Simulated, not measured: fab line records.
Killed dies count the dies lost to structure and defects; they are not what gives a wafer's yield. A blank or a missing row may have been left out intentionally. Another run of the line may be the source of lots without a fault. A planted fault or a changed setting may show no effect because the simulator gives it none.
fab line records	flow sky130
record: lots: 11	wafers: 33	last_day: 50
route steps=708 shown CAPM@539 VIA3@593 CAP2M@603 METAL4@633 PAD_OPEN@708
lots that met no fault: taken from a fault-free run of the same line
start_h: the number of hours between the record's first day and the start of the first shown wafer of the lot	wait_h: time in hours since the lot's previous step	" unchanged from the row above	L1.1+2: a single row standing in for several wafers	- no value, or no start given	* or withheld: withheld	< > ~ a bound
route shown NAME@n: a module of which the file shows steps, and the number in the route of the first	usual: the fault-free wafers' mean and standard deviation	same: alike in all rows	chamber/n: place in a boat	sites: readings site by site	_std_site: their standard deviation	_edge_site: inner sites' mean taken away from outer sites' mean	radius_mm: how far each site lies from the wafer's centre	mask NAME#n: copy n	behind: the tool/chamber that last shaped the wafer	hold: reason for holding the lot/hours on hold/outcome of the hold	device: the transistor (n, p or np) that didn't switch	end of line: the tests these same wafers got at the end of their route	a step with no rows: only its recipe	killed: dies lost to structure and defects at the first sort, not the wafer's yield	map: a wafer's dies, x killed, . not, _ none there
set.NAME: the setting as run; set.NAME@STEP: as run at that earlier step	model.NAME: the simulator's own value behind a step, which no gauge read
one table for each step of the route and one row for each wafer, over a sample of lots
services: from which hour (start_h, from the record's first day; less than 0 if before it) a tool's chamber was out of use, for how many hours, and why
== steps ==
step: SKY_CAPM_SPUTTER_02
recipe: material: TiN	target_thk_nm: 200	temp_c: 300	power_w: 6500	time_s: 166.7	chamber_pressure_pa: 0.4
usual: cathode_dc_power_W: 6500.0/1.2	throttle_valve_pct: 30.2/0.75
lot.wafer	tool	chamber	start_h	wait_h	cathode_dc_power_W	throttle_valve_pct
L757.2	pvd_sputter-03	-	842.95	0.0	6498.0	30.0
L757.3	"	-	"	"	6498.2	31.7
L757.4	"	-	"	"	6499.4	31.4
L758.3	pvd_sputter-02	-	857.11	0.0	6498.8	28.8
L758.5	"	-	"	"	6498.7	28.6
L758.6	"	-	"	"	6500.4	30.4
L760.1	pvd_sputter-03	-	875.21	0.1	6500.3	30.4
L760.3	"	-	"	"	6499.2	30.0
L760.5	"	-	"	"	6501.1	30.1
L762.1	pvd_sputter-03	-	904.93	0.1	6501.1	31.7
L762.3	"	-	"	"	6501.3	30.5
L762.4	"	-	"	"	6498.8	29.7
L765.2	pvd_sputter-02	-	917.72	0.0	6498.6	29.9
L765.4	"	-	"	"	6500.1	28.3
L765.6	"	-	"	"	6500.5	28.7
L767.3	pvd_sputter-03	-	928.03	0.0	6501.1	30.3
L767.4	"	-	"	"	6502.0	31.3
L767.5	"	-	"	"	6500.9	30.1
L771.1	pvd_sputter-03	-	956.78	0.1	6499.2	31.5
L771.3	"	-	"	"	6502.5	30.3
L771.4	"	-	"	"	6498.5	30.2
L772.1	pvd_sputter-02	-	963.54	0.1	6500.1	30.1
L772.4	"	-	"	"	6499.2	30.0
L772.6	"	-	"	"	6502.2	28.4
L773.2	pvd_sputter-03	-	969.78	0.0	6499.7	30.3
L773.3	"	-	"	"	6499.7	29.7
L773.6	"	-	"	"	6500.4	31.4
L778.1	pvd_sputter-04	-	1005.12	0.1	6498.9	30.3
L778.4	"	-	"	"	6499.5	30.3
L778.5	"	-	"	"	6498.6	29.9
L780.2	pvd_sputter-03	-	1010.66	0.0	6499.4	30.1
L780.3	"	-	"	"	6499.9	30.2
L780.6	"	-	"	"	6497.3	29.6
step: SKY_CAPM_THK_MEAS_04
recipe: thk_meas_gauge: xrf	reads: TiN_of_CAPM_SPUTTER_02
usual: CAPM_TIN_THK: 204.3/2.5
lot.wafer	tool	chamber	start_h	wait_h	CAPM_TIN_THK[nm]
L757.2	film_metro-01	-	843.19	0.1	200.5
L757.3	"	-	"	"	204.1
L757.4	"	-	"	"	203.1
L758.3	film_metro-04	-	857.36	0.1	209.5
L758.5	"	-	"	"	208.0
L758.6	"	-	"	"	205.8
L760.1	film_metro-04	-	875.44	0.1	207.1
L760.3	"	-	"	"	202.2
L760.5	"	-	"	"	201.2
L762.1	film_metro-03	-	905.16	0.1	202.6
L762.3	"	-	"	"	205.5
L762.4	"	-	"	"	199.8
L765.2	film_metro-04	-	917.96	0.1	205.6
L765.4	"	-	"	"	205.1
L765.6	"	-	"	"	205.5
L767.3	film_metro-03	-	928.28	0.1	206.4
L767.4	"	-	"	"	208.6
L767.5	"	-	"	"	208.6
L771.1	film_metro-03	-	957.01	0.1	208.8
L771.3	"	-	"	"	206.7
L771.4	"	-	"	"	207.4
L772.1	film_metro-03	-	963.77	0.1	203.4
L772.4	"	-	"	"	205.7
L772.6	"	-	"	"	208.0
L773.2	film_metro-04	-	970.02	0.1	207.5
L773.3	"	-	"	"	205.8
L773.6	"	-	"	"	204.6
L778.1	film_metro-04	-	1005.35	0.1	205.3
L778.4	"	-	"	"	201.9
L778.5	"	-	"	"	203.7
L780.2	film_metro-04	-	1010.90	0.1	208.0
L780.3	"	-	"	"	205.0
L780.6	"	-	"	"	205.8
step: SKY_VIA3_SPUTTER_20
recipe: material: TiN	target_thk_nm: 20	chamber_pressure_pa: 5	power_w: 4000	time_s: 80
usual: cathode_dc_power_W: 3999.9/0.67	throttle_valve_pct: 30.3/0.86
lot.wafer	tool	chamber	start_h	wait_h	cathode_dc_power_W	throttle_valve_pct
L757.2	pvd_sputter-03	-	922.73	0.0	4000.9	31.4
L757.3	"	-	"	"	3999.5	29.5
L757.4	"	-	"	"	3999.2	30.6
L758.3	pvd_sputter-03	-	935.74	0.0	3999.5	30.2
L758.5	"	-	"	"	3999.6	30.3
L758.6	"	-	"	"	3999.2	30.1
L760.1	pvd_sputter-04	-	953.36	0.0	3999.9	29.9
L760.3	"	-	"	"	3998.7	31.5
L760.5	"	-	"	"	4000.0	29.8
L762.1	pvd_sputter-04	-	981.04	0.0	4000.5	30.7
L762.3	"	-	"	"	4000.2	30.2
L762.4	"	-	"	"	4000.6	29.7
L765.2	pvd_sputter-01	-	993.24	0.0	4001.0	29.2
L765.4	"	-	"	"	4000.4	28.3
L765.6	"	-	"	"	3999.6	31.2
L767.3	pvd_sputter-01	-	1003.10	0.0	4000.5	28.9
L767.4	"	-	"	"	3998.6	28.3
L767.5	"	-	"	"	3999.4	29.1
L771.1	pvd_sputter-04	-	1030.11	0.0	4000.5	31.2
L771.3	"	-	"	"	4001.3	30.7
L771.4	"	-	"	"	4000.9	30.2
L772.1	pvd_sputter-04	-	1037.58	0.0	3999.7	31.6
L772.4	"	-	"	"	3999.5	30.0
L772.6	"	-	"	"	4000.8	31.5
L773.2	pvd_sputter-03	-	1042.51	0.0	4000.1	31.5
L773.3	"	-	"	"	4000.3	29.6
L773.6	"	-	"	"	4000.8	30.4
L778.1	pvd_sputter-01	-	1074.54	0.0	3998.9	31.5
L778.4	"	-	"	"	4001.0	28.9
L778.5	"	-	"	"	4000.2	31.4
L780.2	pvd_sputter-01	-	1080.19	0.0	3999.1	28.5
L780.3	"	-	"	"	3999.9	30.2
L780.6	"	-	"	"	3999.0	31.4
step: SKY_CAP2M_CVD_00
recipe: material: SiO2	target_thk_nm: 15.5	temp_c: 400	time_s: withheld	rf_w: 450
usual: heater_power_w: 778/120
lot.wafer	tool	chamber	start_h	wait_h	heater_power_w
L757.2	pecvd-04	1	924.99	0.0	637
L757.3	"	2	"	"	838
L757.4	"	2	"	"	842
L758.3	pecvd-01	1	936.57	0.0	735
L758.5	"	1	"	"	733
L758.6	"	0	"	"	676
L760.1	pecvd-01	2	954.19	0.0	882
L760.3	"	1	"	"	762
L760.5	"	0	"	"	781
L762.1	pecvd-04	0	981.89	0.0	613
L762.3	"	2	"	"	985
L762.4	"	1	"	"	628
L765.2	pecvd-01	0	994.20	0.0	759
L765.4	"	1	"	"	767
L765.6	"	2	"	"	879
L767.3	pecvd-01	2	1003.92	0.0	768
L767.4	"	1	"	"	668
L767.5	"	0	"	"	682
L771.1	pecvd-04	0	1030.93	0.0	719
L771.3	"	2	"	"	944
L771.4	"	2	"	"	942
L772.1	pecvd-01	2	1038.39	0.0	778
L772.4	"	0	"	"	640
L772.6	"	1	"	"	718
L773.2	pecvd-01	1	1043.33	0.0	722
L773.3	"	2	"	"	905
L773.6	"	0	"	"	697
L778.1	pecvd-03	0	1075.36	0.0	855
L778.4	"	1	"	"	1108
L778.5	"	2	"	"	725
L780.2	pecvd-04	2	1081.20	0.0	964
L780.3	"	1	"	"	655
L780.6	"	2	"	"	966
step: SKY_CAP2M_THK_MEAS_01
recipe: reads: SiO2_of_CAP2M_CVD_00
usual: CAP2M_CVD_00_THK: 15.51/0.22
lot.wafer	tool	chamber	start_h	wait_h	CAP2M_CVD_00_THK[nm]
L757.2	film_metro-04	-	925.03	-	15.71
L757.3	"	-	"	"	15.72
L757.4	"	-	"	"	15.83
L758.3	film_metro-03	-	936.61	-	15.17
L758.5	"	-	"	"	15.47
L758.6	"	-	"	"	15.38
L760.1	film_metro-02	-	954.21	-	15.46
L760.3	"	-	"	"	15.32
L760.5	"	-	"	"	15.65
L762.1	film_metro-04	-	981.91	-	15.39
L762.3	"	-	"	"	15.34
L762.4	"	-	"	"	15.89
L765.2	film_metro-04	-	994.23	-	15.11
L765.4	"	-	"	"	15.51
L765.6	"	-	"	"	15.42
L767.3	film_metro-03	-	1003.96	-	15.63
L767.4	"	-	"	"	15.79
L767.5	"	-	"	"	15.51
L771.1	film_metro-04	-	1030.95	-	15.38
L771.3	"	-	"	"	15.35
L771.4	"	-	"	"	15.56
L772.1	film_metro-03	-	1038.42	-	15.39
L772.4	"	-	"	"	15.41
L772.6	"	-	"	"	21.71
L773.2	film_metro-03	-	1043.36	-	21.40
L773.3	"	-	"	"	15.31
L773.6	"	-	"	"	15.30
L778.1	film_metro-03	-	1075.38	-	15.57
L778.4	"	-	"	"	15.83
L778.5	"	-	"	"	15.80
L780.2	film_metro-03	-	1081.23	-	15.39
L780.3	"	-	"	"	15.68
L780.6	"	-	"	"	15.71
step: SKY_METAL4_ETCH_17
recipe: target: SiO2	stop_on: TiN	chemistry: C4F8/O2/Ar	source_w: 1500	bias_w: 1200	pressure_mtorr: 40	c4f8_flow_sccm: withheld	O2_flow_sccm: 6	Ar_flow_sccm: 300	time_s: 3.9	target_depth_a: 150
usual: oes_product_au: 0.755/0.0069
lot.wafer	tool	chamber	start_h	wait_h	oes_product_au	rf_hours_counter_h
L757.2	rie_diel-02	3	974.43	0.1	0.761	2
L757.3	"	2	"	"	0.761	1
L757.4	"	1	"	"	0.771	7
L758.3	rie_diel-02	2	985.62	0.0	0.755	2
L758.5	"	0	"	"	0.754	-
L758.6	"	1	"	"	0.745	-
L760.1	rie_diel-02	2	1002.65	0.1	0.752	2
L760.3	"	0	"	"	0.747	10
L760.5	"	1	"	"	0.760	-
L762.1	rie_diel-02	0	1028.60	0.1	0.748	11
L762.3	"	2	"	"	0.753	3
L762.4	"	1	"	"	0.754	9
L765.2	rie_diel-02	2	1041.55	0.1	0.739	3
L765.4	"	1	"	"	0.753	9
L765.6	"	0	"	"	0.748	-
L767.3	rie_diel-01	1	1050.39	0.0	0.760	25
L767.4	"	0	"	"	0.762	8
L767.5	"	3	"	"	0.752	-
L771.1	rie_diel-01	1	1075.80	0.1	0.757	26
L771.3	"	2	"	"	0.747	18
L771.4	"	0	"	"	0.754	8
L772.1	rie_diel-01	3	1082.65	0.1	0.746	7
L772.4	"	0	"	"	0.752	9
L772.6	"	1	"	"	0.908	-
L773.2	rie_diel-02	3	1086.55	0.1	0.895	5
L773.3	"	0	"	"	0.743	13
L773.6	"	0	"	"	0.747	-
L778.1	rie_diel-02	2	1116.50	0.1	0.758	5
L778.4	"	1	"	"	0.765	12
L778.5	"	2	"	"	0.761	-
L780.2	rie_diel-01	2	1122.45	0.1	0.754	19
L780.3	"	0	"	"	0.759	10
L780.6	"	2	"	"	0.753	-
step: SKY_PAD_OPEN_PROBE_99
usual: defect_limited_yield: 82.6/2.1	killed_at_M0_to_M3: 42/7.6	killed_at_M4_up: 3.4/2	killed_at_contacts: 24/5.9	killed_at_front_end: 16/4.5	killed_at_other: 0.4/0.58	killed_dies: 86/10	killed_open: 47/7.6	killed_short: 39/6.7
same: gross_dies: 492	killed_at_back_side: 0
lot.wafer	tool	chamber	start_h	wait_h	defect_limited_yield[%]	killed_at_M0_to_M3	killed_at_M4_up	killed_at_contacts	killed_at_front_end	killed_at_other	killed_dies	killed_open	killed_short
L757.2	prober-02	-	1070.18	0.1	84.8	39	2	20	14	0	75	34	41
L757.3	prober-02	-	1070.23	0.2	82.9	45	1	18	20	0	84	48	36
L757.4	prober-02	-	1070.28	0.2	85.8	39	3	23	5	0	70	41	29
L758.3	prober-02	-	1082.08	0.2	84.1	42	2	20	14	0	78	43	35
L758.5	prober-02	-	1082.18	0.2	84.1	33	8	22	15	0	78	39	39
L758.6	prober-02	-	1082.23	0.2	81.9	37	4	31	16	1	89	47	42
L760.1	prober-02	-	1096.78	0.1	80.7	36	2	34	23	0	95	46	49
L760.3	prober-02	-	1096.88	0.2	82.7	35	5	23	22	0	85	43	42
L760.5	prober-02	-	1096.98	0.2	85.6	37	3	13	17	1	71	33	37
L762.1	prober-02	-	1119.62	0.1	85.2	23	4	28	18	0	73	43	30
L762.3	prober-02	-	1119.72	0.2	82.5	40	5	23	18	0	86	49	37
L762.4	prober-02	-	1119.77	0.2	82.7	37	1	26	21	0	85	44	41
L765.2	prober-02	-	1130.13	0.1	81.7	52	3	23	12	0	90	49	41
L765.4	prober-02	-	1130.23	0.2	78.3	62	2	28	14	1	107	56	51
L765.6	prober-02	-	1130.33	0.2	80.9	49	1	28	16	0	94	58	36
L767.3	prober-02	-	1137.63	0.2	86.0	32	6	20	11	0	69	42	26
L767.4	prober-02	-	1137.68	0.2	85.6	37	5	11	18	0	71	40	30
L767.5	prober-02	-	1137.73	0.2	82.3	37	3	18	27	2	87	50	36
L771.1	prober-02	-	1160.26	0.1	82.7	39	3	20	23	0	85	44	41
L771.3	prober-02	-	1160.36	0.2	83.1	38	4	13	28	0	83	43	40
L771.4	prober-02	-	1160.41	0.2	85.6	39	3	17	12	0	71	33	38
L772.1	prober-02	-	1166.68	0.1	80.9	48	7	25	14	0	94	48	44
L772.4	prober-02	-	1166.83	0.2	79.7	49	7	30	14	0	100	53	47
L772.6	prober-02	-	1166.93	0.2	79.9	49	3	34	13	0	99	56	40
L773.2	prober-02	-	1168.98	0.1	82.9	53	2	19	9	1	84	58	26
L773.3	prober-02	-	1169.03	0.2	85.0	38	2	26	7	1	74	47	27
L773.6	prober-02	-	1169.18	0.2	82.3	45	3	26	13	0	87	42	45
L778.1	prober-02	-	1193.58	0.1	81.1	45	4	28	15	1	93	56	36
L778.4	prober-02	-	1193.73	0.2	83.7	39	4	25	12	0	80	42	38
L778.5	prober-02	-	1193.78	0.2	81.9	38	5	32	14	0	89	54	35
L780.2	prober-02	-	1200.92	2.0	85.0	39	4	16	15	0	74	44	30
L780.3	prober-02	-	1200.97	2.0	82.1	45	1	27	15	0	88	47	41
L780.6	prober-02	-	1201.12	2.1	82.5	48	5	22	11	0	86	46	40
killed by level:class
L757.2 CONTACT:geometric_particle:open=9 VIA1:geometric_particle:open=9 METAL1:geometric_particle:short=6 METAL2:geometric_particle:short=5 CONTACT:geometric_particle:short=4 VIA1:geometric_particle:short=4 VIA2:geometric_particle:open=4 FIELD_ISO:geometric_particle:short=3
L757.3 VIA1:geometric_particle:open=13 VIA2:geometric_particle:open=7 POLY_GATE:geometric_particle:short=6 LI_CONTACT:geometric_particle:open=6 CONTACT:geometric_particle:open=6 METAL1:geometric_particle:short=6 VIA3:geometric_particle:open=6 FIELD_ISO:geometric_particle:short=5
L757.4 CONTACT:geometric_particle:open=9 VIA1:geometric_particle:open=8 LI_CONTACT:geometric_particle:open=8 METAL1:geometric_particle:short=6 METAL1:geometric_particle:open=5 VIA2:geometric_particle:open=4 VIA3:geometric_particle:open=4 CONTACT:geometric_particle:short=3
L758.3 VIA1:geometric_particle:open=16 LOCAL_INTERCONNECT:geometric_particle:short=6 VIA3:geometric_particle:open=6 CONTACT:geometric_particle:open=5 VIA3:geometric_particle:short=5 LI_CONTACT:geometric_particle:open=4 POLY_GATE:geometric_particle:short=4 METAL1:geometric_particle:open=4
L758.5 CONTACT:geometric_particle:open=10 LOCAL_INTERCONNECT:geometric_particle:short=8 VIA1:geometric_particle:open=8 VIA3:geometric_particle:open=7 METAL4:geometric_particle:short=7 METAL3:geometric_particle:short=6 FIELD_ISO:geometric_particle:short=4 FIELD_ISO:geometric_particle:open=3
L758.6 CONTACT:geometric_particle:open=9 LI_CONTACT:geometric_particle:open=8 VIA1:geometric_particle:open=8 VIA3:geometric_particle:open=7 CONTACT:geometric_particle:short=7 LOCAL_INTERCONNECT:geometric_particle:short=6 FIELD_ISO:geometric_particle:open=4 FIELD_ISO:geometric_particle:short=4
L760.1 LI_CONTACT:geometric_particle:open=11 VIA1:geometric_particle:open=8 LI_CONTACT:geometric_particle:short=7 CONTACT:geometric_particle:short=7 VIA3:geometric_particle:open=6 FIELD_ISO:geometric_particle:short=5 METAL2:geometric_particle:short=5 POLY_GATE:geometric_particle:short=4
L760.3 CONTACT:geometric_particle:open=10 FIELD_ISO:geometric_particle:short=7 VIA1:geometric_particle:open=6 VIA1:geometric_particle:short=6 VIA3:geometric_particle:open=6 VIA3:geometric_particle:short=4 LI_CONTACT:geometric_particle:open=4 LOCAL_INTERCONNECT:geometric_particle:short=4
L760.5 VIA1:geometric_particle:open=9 POLY_GATE:geometric_particle:short=6 VIA1:geometric_particle:short=5 LOCAL_INTERCONNECT:geometric_particle:short=5 METAL2:geometric_particle:short=5 VIA3:geometric_particle:open=5 FIELD_ISO:geometric_particle:open=3 LI_CONTACT:geometric_particle:open=3
L762.1 CONTACT:geometric_particle:open=11 POLY_GATE:geometric_particle:short=6 POLY_GATE:geometric_particle:open=6 CONTACT:geometric_particle:short=5 LOCAL_INTERCONNECT:geometric_particle:short=5 LI_CONTACT:geometric_particle:open=4 VIA1:geometric_particle:open=4 VIA2:geometric_particle:open=4
L762.3 VIA1:geometric_particle:open=11 VIA3:geometric_particle:open=9 CONTACT:geometric_particle:open=8 LI_CONTACT:geometric_particle:open=6 VIA2:geometric_particle:open=6 METAL4:geometric_particle:short=5 POLY_GATE:geometric_particle:short=4 POLY_GATE:geometric_particle:open=4
L762.4 FIELD_ISO:geometric_particle:short=8 LI_CONTACT:geometric_particle:open=7 VIA1:geometric_particle:open=7 CONTACT:geometric_particle:open=7 METAL1:geometric_particle:short=7 CONTACT:geometric_particle:short=6 POLY_GATE:geometric_particle:open=5 VIA2:geometric_particle:open=5
L765.2 VIA1:geometric_particle:open=17 LOCAL_INTERCONNECT:geometric_particle:short=10 VIA3:geometric_particle:open=9 METAL1:geometric_particle:short=8 FIELD_ISO:geometric_particle:open=6 FIELD_ISO:geometric_particle:short=5 CONTACT:geometric_particle:open=5 VIA2:geometric_particle:open=5
L765.4 VIA2:geometric_particle:open=14 VIA1:geometric_particle:open=11 CONTACT:geometric_particle:open=9 METAL2:geometric_particle:short=9 LI_CONTACT:geometric_particle:open=7 CONTACT:geometric_particle:short=7 METAL1:geometric_particle:short=7 VIA3:geometric_particle:open=6
L765.6 VIA3:geometric_particle:open=10 VIA2:geometric_particle:open=10 LI_CONTACT:geometric_particle:open=9 CONTACT:geometric_particle:open=7 VIA1:geometric_particle:open=7 VIA1:geometric_particle:short=7 CONTACT:geometric_particle:short=6 POLY_GATE:geometric_particle:open=4
L767.3 CONTACT:geometric_particle:open=9 VIA1:geometric_particle:open=9 METAL1:geometric_particle:short=7 VIA3:geometric_particle:open=5 LI_CONTACT:geometric_particle:open=5 METAL2:geometric_particle:short=4 METAL4:geometric_particle:short=4 FIELD_ISO:geometric_particle:open=3
L767.4 METAL1:geometric_particle:short=10 CONTACT:geometric_particle:open=7 POLY_GATE:geometric_particle:open=6 FIELD_ISO:geometric_particle:open=5 VIA2:geometric_particle:open=5 VIA1:geometric_particle:open=5 VIA3:geometric_particle:open=4 POLY_GATE:geometric_particle:short=3
L767.5 VIA1:geometric_particle:open=12 CONTACT:geometric_particle:open=11 FIELD_ISO:geometric_particle:open=8 POLY_GATE:geometric_particle:open=6 METAL2:geometric_particle:short=6 FIELD_ISO:geometric_particle:short=5 POLY_GATE:geometric_particle:short=5 METAL1:geometric_particle:short=5
L771.1 VIA1:geometric_particle:open=8 VIA3:geometric_particle:open=7 FIELD_ISO:geometric_particle:short=6 POLY_GATE:geometric_particle:open=6 VIA2:geometric_particle:open=6 VIA1:geometric_particle:short=5 CONTACT:geometric_particle:open=5 METAL1:geometric_particle:short=5
L771.3 FIELD_ISO:geometric_particle:open=10 METAL1:geometric_particle:short=9 FIELD_ISO:geometric_particle:short=7 VIA3:geometric_particle:open=7 POLY_GATE:geometric_particle:short=6 CONTACT:geometric_particle:open=6 VIA1:geometric_particle:short=5 VIA2:geometric_particle:open=5
L771.4 VIA1:geometric_particle:short=9 VIA1:geometric_particle:open=7 METAL2:geometric_particle:short=7 POLY_GATE:geometric_particle:open=6 CONTACT:geometric_particle:open=6 VIA3:geometric_particle:open=5 LOCAL_INTERCONNECT:geometric_particle:short=4 METAL1:geometric_particle:short=4
L772.1 VIA1:geometric_particle:open=12 LI_CONTACT:geometric_particle:open=10 CONTACT:geometric_particle:open=8 VIA1:geometric_particle:short=7 METAL1:geometric_particle:short=5 VIA2:geometric_particle:open=5 FIELD_ISO:geometric_particle:open=4 METAL2:geometric_particle:short=4
L772.4 VIA1:geometric_particle:open=13 CONTACT:geometric_particle:open=10 LI_CONTACT:geometric_particle:open=7 VIA3:geometric_particle:short=6 VIA2:geometric_particle:open=6 METAL2:geometric_particle:short=6 VIA3:geometric_particle:open=5 METAL4:geometric_particle:short=5
L772.6 LI_CONTACT:geometric_particle:open=13 CONTACT:geometric_particle:open=8 VIA1:geometric_particle:open=8 VIA2:geometric_particle:open=8 CONTACT:geometric_particle:short=7 VIA3:geometric_particle:open=6 METAL2:geometric_particle:short=5 METAL2:geometric_particle:open=5
L773.2 VIA1:geometric_particle:open=12 CONTACT:geometric_particle:open=9 VIA2:geometric_particle:open=9 VIA3:geometric_particle:open=8 METAL2:geometric_particle:short=7 LI_CONTACT:geometric_particle:open=5 FIELD_ISO:geometric_particle:open=4 SPACER:geometric_particle:open=3
L773.3 CONTACT:geometric_particle:open=14 VIA1:geometric_particle:open=12 LI_CONTACT:geometric_particle:open=5 METAL1:geometric_particle:short=5 VIA3:geometric_particle:open=5 METAL2:geometric_particle:short=4 FIELD_ISO:geometric_particle:open=3 LI_CONTACT:geometric_particle:short=3
L773.6 CONTACT:geometric_particle:open=9 VIA1:geometric_particle:short=9 VIA1:geometric_particle:open=9 VIA3:geometric_particle:open=7 CONTACT:geometric_particle:short=7 METAL2:geometric_particle:short=6 VIA2:geometric_particle:open=5 LI_CONTACT:geometric_particle:open=5
L778.1 VIA1:geometric_particle:open=11 CONTACT:geometric_particle:open=9 LI_CONTACT:geometric_particle:open=8 VIA3:geometric_particle:open=8 LI_CONTACT:geometric_particle:short=6 METAL1:geometric_particle:short=6 VIA3:geometric_particle:short=6 FIELD_ISO:geometric_particle:open=4
L778.4 CONTACT:geometric_particle:open=10 VIA1:geometric_particle:open=8 VIA3:geometric_particle:open=6 METAL1:geometric_particle:short=5 METAL2:geometric_particle:short=5 POLY_GATE:geometric_particle:open=4 LI_CONTACT:geometric_particle:open=4 LOCAL_INTERCONNECT:geometric_particle:short=4
L778.5 CONTACT:geometric_particle:open=12 LI_CONTACT:geometric_particle:open=10 VIA3:geometric_particle:open=9 VIA2:geometric_particle:open=7 POLY_GATE:geometric_particle:short=5 VIA1:geometric_particle:open=5 POLY_GATE:geometric_particle:open=4 LI_CONTACT:geometric_particle:short=4
L780.2 VIA1:geometric_particle:open=8 METAL1:geometric_particle:short=7 VIA3:geometric_particle:open=7 VIA2:geometric_particle:open=7 LI_CONTACT:geometric_particle:open=5 CONTACT:geometric_particle:open=5 POLY_GATE:geometric_particle:open=4 LOCAL_INTERCONNECT:geometric_particle:short=4
L780.3 VIA1:geometric_particle:open=11 CONTACT:geometric_particle:open=10 VIA3:geometric_particle:short=8 LI_CONTACT:geometric_particle:open=6 VIA3:geometric_particle:open=6 LOCAL_INTERCONNECT:geometric_particle:short=5 POLY_GATE:geometric_particle:short=4 VIA2:geometric_particle:open=4
L780.6 VIA3:geometric_particle:open=12 LI_CONTACT:geometric_particle:open=8 METAL1:geometric_particle:short=8 METAL2:geometric_particle:short=8 LOCAL_INTERCONNECT:geometric_particle:short=6 VIA1:geometric_particle:open=6 VIA2:geometric_particle:open=5 CONTACT:geometric_particle:open=4
== services ==
tool	chamber	start_h	hours	kind
rie_diel-02	3	831.85	5.9	repair
rie_diel-01	-	832.60	1.2	repair
pvd_sputter-01	-	840.20	2.1	repair
rie_diel-01	3	842.05	5.9	repair
pecvd-01	2	844.36	5.1	repair
rie_diel-01	1	846.89	4.7	repair
rie_diel-02	2	884.86	2.3	repair
pvd_sputter-03	-	888.76	3.9	repair
rie_diel-01	-	895.57	0.1	repair
pecvd-01	-	897.69	6.0	pm
rie_diel-01	0	920.33	3.3	repair
pvd_sputter-01	-	932.96	5.0	repair
pecvd-01	2	935.78	5.1	repair
rie_diel-02	1	938.01	9.5	repair
pvd_sputter-01	-	941.20	2.6	repair
pecvd-01	1	947.76	6.1	repair
pecvd-01	-	957.41	14.6	pm
pvd_sputter-04	-	988.66	1.4	repair
pecvd-01	0	997.88	2.7	repair
pecvd-01	-	1034.43	2.9	repair
pvd_sputter-04	-	1061.34	1.2	repair
pvd_sputter-04	-	1079.67	4.5	repair
pecvd-01	0	1080.70	2.6	repair
rie_diel-02	3	1101.91	6.8	repair
== key ==
first_sign: step: SKY_CAP2M_THK_MEAS_01	reading: CAP2M_CVD_00_THK	direction: up	sigmas: 27	usual: 15.51	struck: 21.56
effect: step: SKY_METAL4_ETCH_17	reading: oes_product_au	direction: up	sigmas: 21	usual: 0.755	struck: 0.902
met_at SKY_CAP2M_CVD_00
struck_lots L772,L773
struck_wafers L772.6,L773.2
not_acting_at SKY_CAPM_SPUTTER_02,SKY_CAPM_THK_MEAS_04,SKY_VIA3_SPUTTER_20
onset_between 1003.92 1038.39
fault: kind: process_parameter_drift	tool: pecvd-01	chamber: 1	onset_h: 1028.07	steps: SKY_CAP2M_CVD_00	channel: target_thk_nm	offset: 6.2101	shape: step	end_h: 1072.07	acts_in: these_recipes_only	stated: 15.5
